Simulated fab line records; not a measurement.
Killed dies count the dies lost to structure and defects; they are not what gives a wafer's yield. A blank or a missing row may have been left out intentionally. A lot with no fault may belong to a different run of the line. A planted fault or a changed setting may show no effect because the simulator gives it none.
Comparing a struck lot with a sound one -- flow gf180mcu -- 42 out of 602 route steps
Sound: wafers L384.4, L384.5, L384.6. Struck: wafer L390.2 (left out: L390.3, L390.4 of the same lot, which were not struck); the cause appears at the end.
At each step with rows: each side's tool, then ch and its chambers, then its first start. Under that, the readings that differ: sound wafers -- struck wafers -- difference of the means -- sigmas: that difference in standard deviations of wafers without a fault.
alike: a reading whose means differ by less than 2 such deviations, as well as words and numbers matching on both sides. not compared: withheld readings; readings where some wafer has no value; bounds like >300 that might hide an equal value; numbers whose values overlap and for which the record gives no deviation.
Wherever a step has rows on one side only, a row that says differs or no value, or a row with sigmas, the two part there. Numbers that have no deviation but don't overlap get no sigmas and don't part them. A reading that every wafer of one side lacks parts them only if that side has two wafers or more.

first, 9 steps without rows for these wafers: GF_STI_OXIDATION_21 (stabilise 600 s, purge 300 s, target thk 15 nm); GF_STI_CVD_23 (deposits SiO2, target thk 650 nm, time 108.3 s); GF_STI_CMP_25 (polishes, stops on Si3N4, t overpolish 33 s, target thk 524.6 nm); GF_STI_WET_ETCH_26 (etches SiO2 in dHF, target depth 94 nm, time 188 s); GF_STI_WET_ETCH_27 (etches Si3N4 in H3PO4, target depth 160 nm, time 1825 s); GF_STI_WET_ETCH_28 (etches SiO2 in dHF, target depth 20 nm, time 40 s); GF_STI_OXIDATION_29 (stabilise 600 s, purge 300 s, target thk 10 nm); GF_DNWELL_DEHYDRATE_00 (time 60 s); GF_DNWELL_HMDS_01 (prime time 60 s).
GF_DNWELL_COAT_02: resist thk 3000 nm.
  sound on litho_track-02 ch 0, day 3 03:19; struck on litho_track-02 ch 0, day 4 10:31
reading,sound,struck,difference,sigmas
model.coat_of_DNWELL_COAT_02.thk_nm (nm),2993 3000 2994,1615,-1381,
  alike: chill_plate_temp_C, resist_line_temp_C, spin_speed_rpm
then, 3 steps without rows for these wafers: GF_DNWELL_SOFTBAKE_03; GF_DNWELL_EXPOSE_04 (exposes mask DNWELL, target cd 1700 nm); GF_DNWELL_PEB_05.
GF_DNWELL_DEVELOP_06: develop time 60 s.
  sound on litho_track-02 ch 0; struck on litho_track-02 ch 0
reading,sound,struck,difference,sigmas
model.coat_of_DNWELL_COAT_02.thk_nm (nm),2992 2999 2993,1614,-1381,
  alike: chill_plate_temp_C, resist_line_temp_C
next, for these wafers, 1 step has no rows: GF_DNWELL_IMPLANT_07.
GF_DNWELL_STRIP_08: strips in O2/N2.
  sound on plasma_asher-04 ch 0,1, day 3 09:59; struck on plasma_asher-02 ch 1, day 4 17:51
reading,sound,struck,difference,sigmas
rf_hours_counter_h (h),- - -,43,no value on the sound wafers,
strip_time_to_endpoint_s (s),36.87 36.95 36.90,20.84,-16.07,-99 or more
  alike: drypump_motor_current_A, heater_power_w, oes_product_au
then, 10 steps without rows for these wafers: GF_NWELL_DEHYDRATE_00 (time 60 s); GF_NWELL_HMDS_01 (prime time 60 s); GF_NWELL_COAT_02 (resist thk 3000 nm); GF_NWELL_SOFTBAKE_03; GF_NWELL_EXPOSE_04 (exposes mask Nwell, target cd 860 nm); GF_NWELL_PEB_05; GF_NWELL_DEVELOP_06 (develop time 60 s); GF_NWELL_IMPLANT_08; GF_NWELL_IMPLANT_09; GF_NWELL_STRIP_10 (strips in O2/N2).
GF_NWELL_TW_MEAS_11:
  sound: film_metro-01 at day 3 23:38; struck: film_metro-04 at day 5 08:11
reading,sound,struck,difference,sigmas
NWELL_TW,1580 1576 1583,1868,+288,+36
  not compared: hold
then, 8 steps without rows for these wafers: GF_LVPWELL_HMDS_01 (prime time 60 s); GF_LVPWELL_COAT_02 (resist thk 3000 nm); GF_LVPWELL_SOFTBAKE_03; GF_LVPWELL_EXPOSE_04 (exposes mask LVPWELL, target cd 600 nm); GF_LVPWELL_PEB_05; GF_LVPWELL_DEVELOP_06 (develop time 60 s); GF_LVPWELL_IMPLANT_08; GF_LVPWELL_IMPLANT_09.
GF_LVPWELL_TW_MEAS_11:
  sound: film_metro-01 at day 4 13:16; struck: film_metro-02 at day 5 22:50
reading,sound,struck,difference,sigmas
LVPWELL_TW,557 556 557,1414,+857,+99 or more
  not compared: hold
GF_MVSD_TW_MEAS_11:
  sound: film_metro-01 at day 5 03:31; struck: film_metro-01 at day 6 14:15
reading,sound,struck,difference,sigmas
MVSD_TW,1579 1578 1575,1855,+278,+29
  not compared: hold
GF_MVPSD_TW_MEAS_11:
  sound: film_metro-01 at day 5 18:10; struck: film_metro-02 at day 7 05:26
reading,sound,struck,difference,sigmas
MVPSD_TW,549.8 551.5 551.1,1407.8,+857.0,+99 or more
GF_VT_IMPLANT_TW_MEAS_10:
  sound: film_metro-03 at day 6 08:58; struck: film_metro-01 at day 7 21:28
reading,sound,struck,difference,sigmas
VT_IMPLANT_TW,559 557 559,1396,+838,+99 or more
GF_VT_IMPLANT_TW_MEAS_21:
  sound: film_metro-01 at day 7 00:17; struck: film_metro-04 at day 8 13:22
reading,sound,struck,difference,sigmas
VT_IMPLANT_2_TW,1206 1207 1205,1616,+410,+42
GF_VT_IMPLANT_TW_MEAS_32:
  sound: film_metro-01 at day 7 15:59; struck: film_metro-03 at day 9 06:42
reading,sound,struck,difference,sigmas
VT_IMPLANT_3_TW,267.6 265.5 267.3,1349.6,+1082.8,+99 or more
GF_PASSIVATION_PROBE_99:
  the record has rows for the sound wafers here (prober-02, day 29 22:43) and none for the struck ones

WHERE THEY PART
First at GF_DNWELL_STRIP_08; last, within this record, at GF_PASSIVATION_PROBE_99.

WHY: whatever the simulator had introduced
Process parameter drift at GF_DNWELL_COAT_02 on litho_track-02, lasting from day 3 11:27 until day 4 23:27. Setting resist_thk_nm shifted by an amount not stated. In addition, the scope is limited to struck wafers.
